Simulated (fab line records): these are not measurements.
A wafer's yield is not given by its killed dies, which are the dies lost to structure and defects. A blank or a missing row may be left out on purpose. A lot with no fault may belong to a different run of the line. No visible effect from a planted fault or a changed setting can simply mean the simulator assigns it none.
fab line records -- flow sky130
record: lots: 24, wafers: 72, last-day: 50
route steps=708 shown FIELD_ISO@3 VIA1@480 METAL2@500 VIA2@527 METAL3@564 VIA4@659
lots that met no fault: from a run of the same line without faults
start-h: hours from the record's opening day to when the first of the lot's shown wafers began -- wait-h: hours since the lot's step before -- " as in the row above -- L1.1+2: several wafers, shown together as one row -- - no value, or no start was given -- * or withheld: withheld -- < > ~ a bound
route shown NAME@n: NAME is a module with steps in the file, n the number in the route of the first one -- usual: the fault-free wafers' mean and standard deviation -- same: alike in all rows -- chamber/n: place in a boat -- sites: readings site by site -- _std_site: how widely they spread, as a standard deviation -- _edge_site: mean of outer sites minus mean of inner sites -- radius-mm: how far each site lies from the wafer's centre -- mask NAME#n: copy n -- behind: the tool/chamber that last shaped the wafer -- hold: why the lot went on hold/how many hours it stayed there/how the hold came to an end -- device: whichever transistor did not switch (one of n, p or np) -- end of line: the route-end tests of the same wafers -- step lacking rows: just its recipe -- killed: dies that structure and defects cost at the first sort, which is not the same as the wafer's yield -- map: shows each die of a wafer: x if killed, . if not, _ if none is there
set.NAME: the setting as run; set.NAME@STEP: as run at that earlier step -- model.NAME: the simulator's own value behind a step, which no gauge read
steps of the route over a sample of lots; a table a step, a row a wafer
services: the hour from which a tool's chamber was out of use, counted from the record's first day as start-h (under 0 if before that day), plus the number of hours and why
== steps ==
step: SKY_FIELD_ISO_THK_MEAS_02
recipe: reads: SiO2_of_FIELD_ISO_OXIDATION_01
usual: FIELD_ISO_OXIDATION_00_THK: 11.90/0.23
lot.wafer,tool,chamber,start-h,wait-h,FIELD_ISO_OXIDATION_00_THK[nm]
L074.1,film-metro-04,-,11.63,0.0,11.79
L074.3,film-metro-04,-,11.63,0.0,11.87
L074.4,film-metro-04,-,11.63,0.0,11.88
L075.3,film-metro-04,-,19.25,0.0,11.71
L075.4,film-metro-04,-,19.25,0.0,11.88
L075.6,film-metro-04,-,19.25,0.0,11.74
L076.3,film-metro-04,-,22.66,0.0,12.12
L076.4,film-metro-04,-,22.66,0.0,11.94
L076.6,film-metro-04,-,22.66,0.0,11.92
L077.4,film-metro-03,-,27.87,0.0,12.41
L077.5,film-metro-03,-,27.87,0.0,12.12
L077.6,film-metro-03,-,27.87,0.0,12.11
L078.4,film-metro-03,-,33.54,0.0,12.01
L078.5,film-metro-03,-,33.54,0.0,12.24
L078.6,film-metro-03,-,33.54,0.0,12.17
L079.2,film-metro-01,-,37.75,0.0,11.85
L079.4,film-metro-01,-,37.75,0.0,12.05
L079.6,film-metro-01,-,37.75,0.0,11.88
L080.3,film-metro-04,-,41.84,0.0,11.43
L080.4,film-metro-04,-,41.84,0.0,11.73
L080.5,film-metro-04,-,41.84,0.0,11.73
L081.1,film-metro-04,-,48.01,0.0,12.00
L081.4,film-metro-04,-,48.01,0.0,12.04
L081.5,film-metro-04,-,48.01,0.0,11.93
L082.1,film-metro-04,-,52.46,0.0,12.19
L082.2,film-metro-04,-,52.46,0.0,12.04
L082.3,film-metro-04,-,52.46,0.0,12.03
L083.1,film-metro-03,-,56.63,0.0,12.02
L083.4,film-metro-03,-,56.63,0.0,12.05
L083.6,film-metro-03,-,56.63,0.0,12.17
L084.1,film-metro-03,-,61.63,0.0,11.48
L084.3,film-metro-03,-,61.63,0.0,11.69
L084.5,film-metro-03,-,61.63,0.0,11.64
L085.2,film-metro-04,-,68.67,0.0,11.99
L085.4,film-metro-04,-,68.67,0.0,11.98
L085.6,film-metro-04,-,68.67,0.0,12.05
L086.2,film-metro-04,-,73.06,0.0,11.58
L086.4,film-metro-04,-,73.06,0.0,11.65
L086.6,film-metro-04,-,73.06,0.0,11.71
L087.1,film-metro-01,-,77.63,0.0,11.72
L087.2,film-metro-01,-,77.63,0.0,11.57
L087.4,film-metro-01,-,77.63,0.0,11.67
L088.1,film-metro-03,-,82.98,0.0,11.65
L088.2,film-metro-03,-,82.98,0.0,11.64
L088.6,film-metro-03,-,82.98,0.0,11.83
L089.1,film-metro-03,-,86.99,0.0,11.80
L089.4,film-metro-03,-,86.99,0.0,11.73
L089.6,film-metro-03,-,86.99,0.0,11.85
L090.3,film-metro-03,-,91.65,0.0,11.65
L090.4,film-metro-03,-,91.65,0.0,11.59
L090.6,film-metro-03,-,91.65,0.0,11.77
L091.3,film-metro-03,-,96.65,0.0,12.09
L091.4,film-metro-03,-,96.65,0.0,12.16
L091.6,film-metro-03,-,96.65,0.0,11.90
L092.1,film-metro-01,-,101.63,0.0,11.58
L092.4,film-metro-01,-,101.63,0.0,11.61
L092.6,film-metro-01,-,101.63,0.0,11.49
L093.1,film-metro-03,-,106.63,0.0,11.69
L093.4,film-metro-03,-,106.63,0.0,11.81
L093.6,film-metro-03,-,106.63,0.0,11.83
L094.1,film-metro-03,-,112.57,0.0,12.05
L094.4,film-metro-03,-,112.57,0.0,12.28
L094.6,film-metro-03,-,112.57,0.0,12.10
L095.1,film-metro-03,-,118.27,0.0,12.24
L095.3,film-metro-03,-,118.27,0.0,12.38
L095.6,film-metro-03,-,118.27,0.0,12.53
L096.2,film-metro-03,-,121.64,0.0,12.24
L096.5,film-metro-03,-,121.64,0.0,11.86
L096.6,film-metro-03,-,121.64,0.0,12.20
L097.2,film-metro-04,-,127.43,0.0,11.73
L097.3,film-metro-04,-,127.43,0.0,12.09
L097.5,film-metro-04,-,127.43,0.0,11.87
step: SKY_VIA1_RS_MEAS_22
recipe: thk-meas-gauge: four-point-probe, reads: W_of_VIA1_CVD_21+TiN_of_VIA1_SPUTTER_20
usual: VIA1_W_RS: 0.422/0.0082
lot.wafer,tool,chamber,start-h,wait-h,VIA1_W_RS[ohm/sq]
L074.1,film-metro-02,-,799.29,0.1,0.427
L074.3,film-metro-02,-,799.29,0.1,0.431
L074.4,film-metro-02,-,799.29,0.1,0.427
L075.3,film-metro-02,-,813.07,0.1,0.425
L075.4,film-metro-02,-,813.07,0.1,0.420
L075.6,film-metro-02,-,813.07,0.1,0.427
L076.3,film-metro-03,-,815.20,0.1,0.417
L076.4,film-metro-03,-,815.20,0.1,0.422
L076.6,film-metro-03,-,815.20,0.1,0.418
L077.4,film-metro-02,-,816.85,0.1,0.424
L077.5,film-metro-02,-,816.85,0.1,0.427
L077.6,film-metro-02,-,816.85,0.1,0.405
L078.4,film-metro-03,-,824.79,0.1,0.432
L078.5,film-metro-03,-,824.79,0.1,0.430
L078.6,film-metro-03,-,824.79,0.1,0.425
L079.2,film-metro-03,-,838.91,0.1,0.421
L079.4,film-metro-03,-,838.91,0.1,0.428
L079.6,film-metro-03,-,838.91,0.1,0.426
L080.3,film-metro-02,-,849.07,0.1,0.425
L080.4,film-metro-02,-,849.07,0.1,0.407
L080.5,film-metro-02,-,849.07,0.1,0.427
L081.1,film-metro-02,-,860.98,0.1,0.431
L081.4,film-metro-02,-,860.98,0.1,0.431
L081.5,film-metro-02,-,860.98,0.1,0.417
L082.1,film-metro-02,-,864.77,0.1,0.412
L082.2,film-metro-02,-,864.77,0.1,0.430
L082.3,film-metro-02,-,864.77,0.1,0.427
L083.1,film-metro-03,-,867.18,0.1,0.408
L083.4,film-metro-03,-,867.18,0.1,0.420
L083.6,film-metro-03,-,867.18,0.1,0.422
L084.1,film-metro-04,-,876.59,0.1,0.416
L084.3,film-metro-04,-,876.59,0.1,0.421
L084.5,film-metro-04,-,876.59,0.1,0.416
L085.2,film-metro-02,-,879.90,0.1,0.412
L085.4,film-metro-02,-,879.90,0.1,0.420
L085.6,film-metro-02,-,879.90,0.1,0.417
L086.2,film-metro-03,-,886.37,0.1,0.435
L086.4,film-metro-03,-,886.37,0.1,0.418
L086.6,film-metro-03,-,886.37,0.1,0.425
L087.1,film-metro-04,-,895.96,0.1,0.408
L087.2,film-metro-04,-,895.96,0.1,0.422
L087.4,film-metro-04,-,895.96,0.1,0.427
L088.1,film-metro-04,-,906.18,0.2,0.438
L088.2,film-metro-04,-,906.18,0.2,0.428
L088.6,film-metro-04,-,906.18,0.2,0.430
L089.1,film-metro-02,-,913.01,0.1,0.431
L089.4,film-metro-02,-,913.01,0.1,0.430
L089.6,film-metro-02,-,913.01,0.1,0.420
L090.3,film-metro-03,-,916.04,0.1,0.432
L090.4,film-metro-03,-,916.04,0.1,0.414
L090.6,film-metro-03,-,916.04,0.1,0.432
L091.3,film-metro-02,-,924.91,0.1,0.409
L091.4,film-metro-02,-,924.91,0.1,0.431
L091.6,film-metro-02,-,924.91,0.1,0.425
L092.1,film-metro-04,-,925.58,0.1,0.416
L092.4,film-metro-04,-,925.58,0.1,0.417
L092.6,film-metro-04,-,925.58,0.1,0.422
L093.1,film-metro-04,-,934.45,0.1,0.409
L093.4,film-metro-04,-,934.45,0.1,0.427
L093.6,film-metro-04,-,934.45,0.1,0.428
L094.1,film-metro-02,-,943.12,0.1,0.415
L094.4,film-metro-02,-,943.12,0.1,0.428
L094.6,film-metro-02,-,943.12,0.1,0.415
L095.1,film-metro-03,-,961.65,0.1,0.413
L095.3,film-metro-03,-,961.65,0.1,0.413
L095.6,film-metro-03,-,961.65,0.1,0.433
L096.2,film-metro-02,-,963.33,0.1,0.428
L096.5,film-metro-02,-,963.33,0.1,0.428
L096.6,film-metro-02,-,963.33,0.1,0.425
L097.2,film-metro-04,-,963.74,0.1,0.433
L097.3,film-metro-04,-,963.74,0.1,0.430
L097.5,film-metro-04,-,963.74,0.1,0.413
step: SKY_METAL2_DESCUM_17
recipe: chemistry: O2, source-power-w: 150, bias-power-w: 0, pressure-mtorr: 10, temp-c: 40, time-s: 8
usual: drypump-motor-current-A: 5.61/0.28, oes-product-au: 0.996/0.008, temp-c: 40.03/0.12
lot.wafer,tool,chamber,start-h,wait-h,drypump-motor-current-A,oes-product-au,rf-hours-counter-h,temp-c
L074.1,rie-metal-01,1,826.51,0.0,5.99,1.009,13.4,39.99
L074.3,rie-metal-01,0,826.51,0.0,4.91,0.988,-,39.87
L074.4,rie-metal-01,1,826.51,0.0,5.98,0.998,-,40.14
L075.3,rie-metal-04,0,840.07,0.0,5.38,0.987,-,40.04
L075.4,rie-metal-04,1,840.07,0.0,5.64,1.005,-,40.00
L075.6,rie-metal-04,0,840.07,0.0,5.38,0.995,-,40.03
L076.3,rie-metal-01,0,842.45,0.0,4.91,1.000,-,39.99
L076.4,rie-metal-01,1,842.45,0.0,5.97,1.009,-,39.96
L076.6,rie-metal-01,0,842.45,0.0,4.91,0.995,-,39.99
L077.4,rie-metal-01,1,844.12,0.0,5.98,1.019,-,40.01
L077.5,rie-metal-01,0,844.12,0.0,4.88,1.000,-,40.08
L077.6,rie-metal-01,1,844.12,0.0,5.98,1.014,-,39.92
L078.4,rie-metal-02,1,851.77,0.0,5.80,0.993,-,40.24
L078.5,rie-metal-02,0,851.77,0.0,5.63,0.998,-,39.99
L078.6,rie-metal-02,1,851.77,0.0,5.80,0.995,-,40.36
L079.2,rie-metal-02,1,865.13,0.0,5.81,0.990,11.6,40.01
L079.4,rie-metal-02,0,865.13,0.0,5.63,1.010,-,39.90
L079.6,rie-metal-02,1,865.13,0.0,5.81,0.986,-,40.09
L080.3,rie-metal-02,1,875.15,0.0,5.79,0.999,-,39.87
L080.4,rie-metal-02,0,875.15,0.0,5.64,1.003,-,40.18
L080.5,rie-metal-02,0,875.15,0.0,5.64,1.002,-,40.05
L081.1,rie-metal-04,1,887.46,0.0,5.69,0.997,12.7,40.13
L081.4,rie-metal-04,0,887.46,0.0,5.38,0.984,-,40.09
L081.5,rie-metal-04,1,887.46,0.0,5.65,0.994,-,40.10
L082.1,rie-metal-02,0,890.51,0.0,5.65,0.990,9.4,40.13
L082.2,rie-metal-02,1,890.51,0.0,5.79,0.991,12.9,40.11
L082.3,rie-metal-02,1,890.51,0.0,5.81,0.991,-,40.02
L083.1,rie-metal-02,0,892.84,0.0,5.63,0.996,9.6,39.89
L083.4,rie-metal-02,1,892.84,0.0,5.78,0.999,-,40.05
L083.6,rie-metal-02,0,892.84,0.0,5.64,0.987,-,40.14
L084.1,rie-metal-02,1,902.49,0.0,5.81,0.993,13.3,39.88
L084.3,rie-metal-02,0,902.49,0.0,5.63,0.994,-,39.88
L084.5,rie-metal-02,1,902.49,0.0,5.81,0.996,-,40.06
L085.2,rie-metal-02,1,906.19,0.0,5.80,0.998,13.5,40.07
L085.4,rie-metal-02,0,906.19,0.0,5.63,0.985,-,40.22
L085.6,rie-metal-02,1,906.19,0.0,5.80,0.991,-,40.22
L086.2,rie-metal-02,0,912.61,0.0,5.63,0.988,10.6,40.10
L086.4,rie-metal-02,1,912.61,0.0,5.79,0.993,-,40.01
L086.6,rie-metal-02,0,912.61,0.0,5.62,0.992,-,39.96
L087.1,rie-metal-02,0,921.34,0.0,5.62,0.996,10.9,40.06
L087.2,rie-metal-02,1,921.34,0.0,5.81,1.003,14.4,39.87
L087.4,rie-metal-02,0,921.34,0.0,5.65,0.985,-,40.21
L088.1,rie-metal-02,1,932.39,0.0,5.79,0.993,14.6,39.80
L088.2,rie-metal-02,0,932.39,0.0,5.65,0.991,11.1,39.91
L088.6,rie-metal-02,0,932.39,0.0,5.65,1.007,-,39.95
L089.1,rie-metal-02,1,938.92,0.0,5.79,0.969,14.9,40.01
L089.4,rie-metal-02,0,938.92,0.0,5.64,0.998,-,40.00
L089.6,rie-metal-02,0,938.92,0.0,5.65,0.988,-,40.07
L090.3,rie-metal-04,1,941.35,0.0,5.68,0.998,-,39.84
L090.4,rie-metal-04,0,941.35,0.0,5.37,0.985,-,40.00
L090.6,rie-metal-04,0,941.35,0.0,5.37,0.987,-,40.05
L091.3,rie-metal-02,0,950.30,0.0,5.65,0.999,-,39.96
L091.4,rie-metal-02,1,950.30,0.0,5.78,0.989,-,40.16
L091.6,rie-metal-02,1,950.30,0.0,5.80,0.995,-,40.10
L092.1,rie-metal-04,0,951.84,0.0,5.37,0.993,12.6,39.89
L092.4,rie-metal-04,1,951.84,0.0,5.66,0.998,-,40.07
L092.6,rie-metal-04,1,951.84,0.0,5.67,0.999,-,40.14
L093.1,rie-metal-04,1,959.51,0.0,5.67,1.002,15.3,40.04
L093.4,rie-metal-04,1,959.51,0.0,5.67,0.994,-,40.21
L093.6,rie-metal-04,0,959.51,0.0,5.36,0.989,-,40.16
L094.1,rie-metal-02,0,968.19,0.0,5.65,1.004,12.6,40.11
L094.4,rie-metal-02,0,968.19,0.0,5.63,0.998,-,40.10
L094.6,rie-metal-02,1,968.19,0.0,5.79,0.988,-,39.91
L095.1,rie-metal-02,0,986.51,0.0,5.64,1.013,13.5,40.29
L095.3,rie-metal-02,1,986.51,0.0,5.80,1.003,-,40.01
L095.6,rie-metal-02,1,986.51,0.0,5.77,0.995,-,39.94
L096.2,rie-metal-01,0,987.80,0.0,4.89,1.008,-,39.96
L096.5,rie-metal-01,0,987.80,0.0,4.91,1.002,-,40.07
L096.6,rie-metal-01,0,987.80,0.0,4.91,1.004,-,39.94
L097.2,rie-metal-02,1,988.44,0.0,5.80,0.984,17.1,39.71
L097.3,rie-metal-02,1,988.44,0.0,5.80,0.987,-,39.82
L097.5,rie-metal-02,1,988.44,0.0,5.78,0.987,-,39.81
step: SKY_VIA2_SPUTTER_20
recipe: material: TiN, target-thk-nm: 20, chamber-pressure-pa: 5, power-w: 4000, time-s: 80
usual: throttle-valve-pct: 30.1/1.2
lot.wafer,tool,chamber,start-h,wait-h,throttle-valve-pct
L074.1,pvd-sputter-01,-,854.86,0.0,27.8
L074.3,pvd-sputter-01,-,854.86,0.0,31.3
L074.4,pvd-sputter-01,-,854.86,0.0,31.9
L075.3,pvd-sputter-03,-,868.70,0.0,31.0
L075.4,pvd-sputter-03,-,868.70,0.0,28.6
L075.6,pvd-sputter-03,-,868.70,0.0,28.6
L076.3,pvd-sputter-03,-,870.93,0.0,31.4
L076.4,pvd-sputter-03,-,870.93,0.0,31.4
L076.6,pvd-sputter-03,-,870.93,0.0,29.9
L077.4,pvd-sputter-03,-,872.42,0.0,28.5
L077.5,pvd-sputter-03,-,872.42,0.0,31.3
L077.6,pvd-sputter-03,-,872.42,0.0,31.4
L078.4,pvd-sputter-03,-,879.63,0.0,31.0
L078.5,pvd-sputter-03,-,879.63,0.0,31.2
L078.6,pvd-sputter-03,-,879.63,0.0,31.2
L079.2,pvd-sputter-03,-,893.14,0.0,31.2
L079.4,pvd-sputter-03,-,893.14,0.0,28.5
L079.6,pvd-sputter-03,-,893.14,0.0,31.3
L080.3,pvd-sputter-03,-,902.85,0.0,31.2
L080.4,pvd-sputter-03,-,902.85,0.0,30.1
L080.5,pvd-sputter-03,-,902.85,0.0,31.4
L081.1,pvd-sputter-03,-,915.38,0.0,31.0
L081.4,pvd-sputter-03,-,915.38,0.0,29.8
L081.5,pvd-sputter-03,-,915.38,0.0,31.0
L082.1,pvd-sputter-03,-,918.08,0.0,31.1
L082.2,pvd-sputter-03,-,918.08,0.0,31.0
L082.3,pvd-sputter-03,-,918.08,0.0,29.8
L083.1,pvd-sputter-04,-,920.44,0.0,29.3
L083.4,pvd-sputter-04,-,920.44,0.0,31.0
L083.6,pvd-sputter-04,-,920.44,0.0,28.8
L084.1,pvd-sputter-03,-,930.12,0.0,29.7
L084.3,pvd-sputter-03,-,930.12,0.0,31.3
L084.5,pvd-sputter-03,-,930.12,0.0,30.8
L085.2,pvd-sputter-03,-,933.24,0.0,30.2
L085.4,pvd-sputter-03,-,933.24,0.0,28.3
L085.6,pvd-sputter-03,-,933.24,0.0,30.1
L086.2,pvd-sputter-01,-,939.24,0.0,31.3
L086.4,pvd-sputter-01,-,939.24,0.0,31.6
L086.6,pvd-sputter-01,-,939.24,0.0,30.0
L087.1,pvd-sputter-03,-,947.82,0.0,31.1
L087.2,pvd-sputter-03,-,947.82,0.0,28.7
L087.4,pvd-sputter-03,-,947.82,0.0,31.4
L088.1,pvd-sputter-03,-,959.45,0.0,31.4
L088.2,pvd-sputter-03,-,959.45,0.0,28.7
L088.6,pvd-sputter-03,-,959.45,0.0,31.1
L089.1,pvd-sputter-03,-,965.29,0.0,31.1
L089.4,pvd-sputter-03,-,965.29,0.0,30.0
L089.6,pvd-sputter-03,-,965.29,0.0,29.9
L090.3,pvd-sputter-04,-,967.38,0.0,28.9
L090.4,pvd-sputter-04,-,967.38,0.0,28.7
L090.6,pvd-sputter-04,-,967.38,0.0,29.0
L091.3,pvd-sputter-01,-,976.35,0.0,31.5
L091.4,pvd-sputter-01,-,976.35,0.0,27.8
L091.6,pvd-sputter-01,-,976.35,0.0,31.6
L092.1,pvd-sputter-01,-,978.22,0.0,31.8
L092.4,pvd-sputter-01,-,978.22,0.0,31.3
L092.6,pvd-sputter-01,-,978.22,0.0,31.8
L093.1,pvd-sputter-04,-,984.43,0.0,29.5
L093.4,pvd-sputter-04,-,984.43,0.0,28.9
L093.6,pvd-sputter-04,-,984.43,0.0,28.9
L094.1,pvd-sputter-01,-,993.53,0.0,28.0
L094.4,pvd-sputter-01,-,993.53,0.0,30.9
L094.6,pvd-sputter-01,-,993.53,0.0,31.3
L095.1,pvd-sputter-01,-,1012.22,0.0,28.1
L095.3,pvd-sputter-01,-,1012.22,0.0,31.9
L095.6,pvd-sputter-01,-,1012.22,0.0,31.9
L096.2,pvd-sputter-01,-,1013.39,0.0,29.7
L096.5,pvd-sputter-01,-,1013.39,0.0,31.7
L096.6,pvd-sputter-01,-,1013.39,0.0,28.2
L097.2,pvd-sputter-03,-,1013.79,0.0,28.5
L097.3,pvd-sputter-03,-,1013.79,0.0,31.3
L097.5,pvd-sputter-03,-,1013.79,0.0,28.5
step: SKY_METAL3_OVL_MEAS_14
usual: METAL3_OVL: 3/5.8
lot.wafer,tool,chamber,start-h,wait-h,METAL3_OVL[nm]
L074.1,overlay-01,-,906.96,0.1,-1
L074.3,overlay-01,-,906.96,0.1,1
L074.4,overlay-01,-,906.96,0.1,4
L075.3,overlay-01,-,920.59,0.1,6
L075.4,overlay-01,-,920.59,0.1,7
L075.6,overlay-01,-,920.59,0.1,4
L076.3,overlay-02,-,924.36,0.1,3
L076.4,overlay-02,-,924.36,0.1,3
L076.6,overlay-02,-,924.36,0.1,4
L077.4,overlay-01,-,924.39,0.1,10
L077.5,overlay-01,-,924.39,0.1,7
L077.6,overlay-01,-,924.39,0.1,9
L078.4,overlay-01,-,931.24,0.1,0
L078.5,overlay-01,-,931.24,0.1,3
L078.6,overlay-01,-,931.24,0.1,-4
L079.2,overlay-01,-,944.81,0.1,2
L079.4,overlay-01,-,944.81,0.1,-5
L079.6,overlay-01,-,944.81,0.1,-1
L080.3,overlay-02,-,953.69,0.1,-3
L080.4,overlay-02,-,953.69,0.1,-8
L080.5,overlay-02,-,953.69,0.1,0
L081.1,overlay-01,-,965.95,0.1,1
L081.4,overlay-01,-,965.95,0.1,10
L081.5,overlay-01,-,965.95,0.1,-1
L082.1,overlay-02,-,969.25,0.1,1
L082.2,overlay-02,-,969.25,0.1,0
L082.3,overlay-02,-,969.25,0.1,-6
L083.1,overlay-01,-,970.52,0.1,13
L083.4,overlay-01,-,970.52,0.1,3
L083.6,overlay-01,-,970.52,0.1,9
L084.1,overlay-01,-,979.83,0.1,9
L084.3,overlay-01,-,979.83,0.1,5
L084.5,overlay-01,-,979.83,0.1,4
L085.2,overlay-02,-,983.36,0.1,1
L085.4,overlay-02,-,983.36,0.1,5
L085.6,overlay-02,-,983.36,0.1,-4
L086.2,overlay-02,-,988.02,0.1,5
L086.4,overlay-02,-,988.02,0.1,3
L086.6,overlay-02,-,988.02,0.1,7
L087.1,overlay-02,-,996.06,0.1,4
L087.2,overlay-02,-,996.06,0.1,2
L087.4,overlay-02,-,996.06,0.1,-4
L088.1,overlay-01,-,1007.81,0.1,4
L088.2,overlay-01,-,1007.81,0.1,12
L088.6,overlay-01,-,1007.81,0.1,3
L089.1,overlay-01,-,1014.50,0.1,6
L089.4,overlay-01,-,1014.50,0.1,14
L089.6,overlay-01,-,1014.50,0.1,13
L090.3,overlay-01,-,1015.57,0.1,-3
L090.4,overlay-01,-,1015.57,0.1,0
L090.6,overlay-01,-,1015.57,0.1,-6
L091.3,overlay-02,-,1024.79,0.1,10
L091.4,overlay-02,-,1024.79,0.1,12
L091.6,overlay-02,-,1024.79,0.1,10
L092.1,overlay-02,-,1025.66,0.1,7
L092.4,overlay-02,-,1025.66,0.1,-6
L092.6,overlay-02,-,1025.66,0.1,-5
L093.1,overlay-02,-,1031.35,0.1,0
L093.4,overlay-02,-,1031.35,0.1,6
L093.6,overlay-02,-,1031.35,0.1,0
L094.1,overlay-02,-,1041.45,0.1,-6
L094.4,overlay-02,-,1041.45,0.1,-11
L094.6,overlay-02,-,1041.45,0.1,-6
L095.1,overlay-01,-,1057.06,0.1,9
L095.3,overlay-01,-,1057.06,0.1,5
L095.6,overlay-01,-,1057.06,0.1,13
L096.2,overlay-02,-,1058.57,0.1,-3
L096.5,overlay-02,-,1058.57,0.1,-4
L096.6,overlay-02,-,1058.57,0.1,-4
L097.2,overlay-01,-,1058.92,0.1,2
L097.3,overlay-01,-,1058.92,0.1,13
L097.5,overlay-01,-,1058.92,0.1,9
step: SKY_VIA4_THK_MEAS_20
recipe: thk-meas-gauge: xrf, reads: W_of_VIA4_CVD_18
usual: VIA4_W_THK: 528/13
lot.wafer,tool,chamber,start-h,wait-h,VIA4_W_THK[nm]
L074.1,film-metro-03,-,1009.91,0.1,548
L074.3,film-metro-03,-,1009.91,0.1,546
L074.4,film-metro-03,-,1009.91,0.1,517
L075.3,film-metro-03,-,1020.84,0.1,562
L075.4,film-metro-03,-,1020.84,0.1,532
L075.6,film-metro-03,-,1020.84,0.1,531
L076.3,film-metro-01,-,1024.59,0.1,547
L076.4,film-metro-01,-,1024.59,0.1,508
L076.6,film-metro-01,-,1024.59,0.1,509
L077.4,film-metro-01,-,1026.02,0.1,511
L077.5,film-metro-01,-,1026.02,0.1,512
L077.6,film-metro-01,-,1026.02,0.1,544
L078.4,film-metro-01,-,1032.82,0.1,520
L078.5,film-metro-01,-,1032.82,0.1,547
L078.6,film-metro-01,-,1032.82,0.1,518
L079.2,film-metro-01,-,1044.63,0.1,517
L079.4,film-metro-01,-,1044.63,0.1,541
L079.6,film-metro-01,-,1044.63,0.1,515
L080.3,film-metro-01,-,1054.42,0.1,525
L080.4,film-metro-01,-,1054.42,0.1,533
L080.5,film-metro-01,-,1054.42,0.1,527
L081.1,film-metro-03,-,1062.86,0.1,530
L081.4,film-metro-03,-,1062.86,0.1,523
L081.5,film-metro-03,-,1062.86,0.1,524
L082.1,film-metro-04,-,1069.19,0.1,532
L082.2,film-metro-04,-,1069.19,0.1,516
L082.3,film-metro-04,-,1069.19,0.1,539
L083.1,film-metro-04,-,1070.02,0.1,513
L083.4,film-metro-04,-,1070.02,0.1,540
L083.6,film-metro-04,-,1070.02,0.1,510
L084.1,film-metro-01,-,1077.67,0.1,542
L084.3,film-metro-01,-,1077.67,0.1,517
L084.5,film-metro-01,-,1077.67,0.1,551
L085.2,film-metro-03,-,1077.81,0.1,519
L085.4,film-metro-03,-,1077.81,0.1,526
L085.6,film-metro-03,-,1077.81,0.1,525
L086.2,film-metro-04,-,1083.50,0.1,515
L086.4,film-metro-04,-,1083.50,0.1,539
L086.6,film-metro-04,-,1083.50,0.1,541
L087.1,film-metro-01,-,1091.31,0.1,530
L087.2,film-metro-01,-,1091.31,0.1,531
L087.4,film-metro-01,-,1091.31,0.1,538
L088.1,film-metro-03,-,1101.68,0.1,526
L088.2,film-metro-03,-,1101.68,0.1,518
L088.6,film-metro-03,-,1101.68,0.1,526
L089.1,film-metro-01,-,1109.37,0.1,530
L089.4,film-metro-01,-,1109.37,0.1,526
L089.6,film-metro-01,-,1109.37,0.1,534
L090.3,film-metro-01,-,1110.01,0.1,532
L090.4,film-metro-01,-,1110.01,0.1,534
L090.6,film-metro-01,-,1110.01,0.1,533
L091.3,film-metro-01,-,1116.79,0.1,550
L091.4,film-metro-01,-,1116.79,0.1,520
L091.6,film-metro-01,-,1116.79,0.1,544
L092.1,film-metro-03,-,1117.10,0.1,511
L092.4,film-metro-03,-,1117.10,0.1,518
L092.6,film-metro-03,-,1117.10,0.1,512
L093.1,film-metro-04,-,1122.85,0.1,507
L093.4,film-metro-04,-,1122.85,0.1,512
L093.6,film-metro-04,-,1122.85,0.1,510
L094.1,film-metro-01,-,1131.68,0.1,545
L094.4,film-metro-01,-,1131.68,0.1,520
L094.6,film-metro-01,-,1131.68,0.1,520
L095.1,film-metro-01,-,1144.47,0.1,543
L095.3,film-metro-01,-,1144.47,0.1,538
L095.6,film-metro-01,-,1144.47,0.1,525
L096.2,film-metro-04,-,1146.34,0.1,517
L096.5,film-metro-04,-,1146.34,0.1,515
L096.6,film-metro-04,-,1146.34,0.1,513
L097.2,film-metro-03,-,1147.24,0.1,505
L097.3,film-metro-03,-,1147.24,0.1,526
L097.5,film-metro-03,-,1147.24,0.1,514
== services ==
tool,chamber,start-h,hours,kind
pvd-sputter-03,-,804.38,1.4,repair
rie-metal-01,1,804.71,16.9,repair
pvd-sputter-03,3,837.15,-,consumable-replace:kit
pvd-sputter-03,3,837.15,18.0,scheduled-down
pvd-sputter-03,3,837.15,18.0,vent-cycle
pvd-sputter-01,-,865.53,0.6,repair
pvd-sputter-01,-,890.58,10.3,repair
rie-metal-04,1,898.99,14.8,repair
pvd-sputter-03,-,905.76,5.1,repair
pvd-sputter-04,-,914.72,5.5,repair
pvd-sputter-01,-,925.37,2.8,repair
rie-metal-01,1,976.08,-,clean
rie-metal-01,1,976.08,14.8,scheduled-down
pvd-sputter-01,-,978.30,0.6,repair
rie-metal-01,-,995.67,4.0,pm
pvd-sputter-01,-,995.90,0.6,repair
pvd-sputter-03,2,995.95,-,consumable-replace:kit
pvd-sputter-03,2,995.95,18.0,scheduled-down
pvd-sputter-03,2,995.95,18.0,vent-cycle
rie-metal-01,-,999.88,1.0,repair
pvd-sputter-01,1,1004.96,-,consumable-replace:kit
pvd-sputter-01,1,1004.96,18.0,scheduled-down
pvd-sputter-01,1,1004.96,18.0,vent-cycle
pvd-sputter-04,-,1008.71,3.7,repair
== key ==
fault none
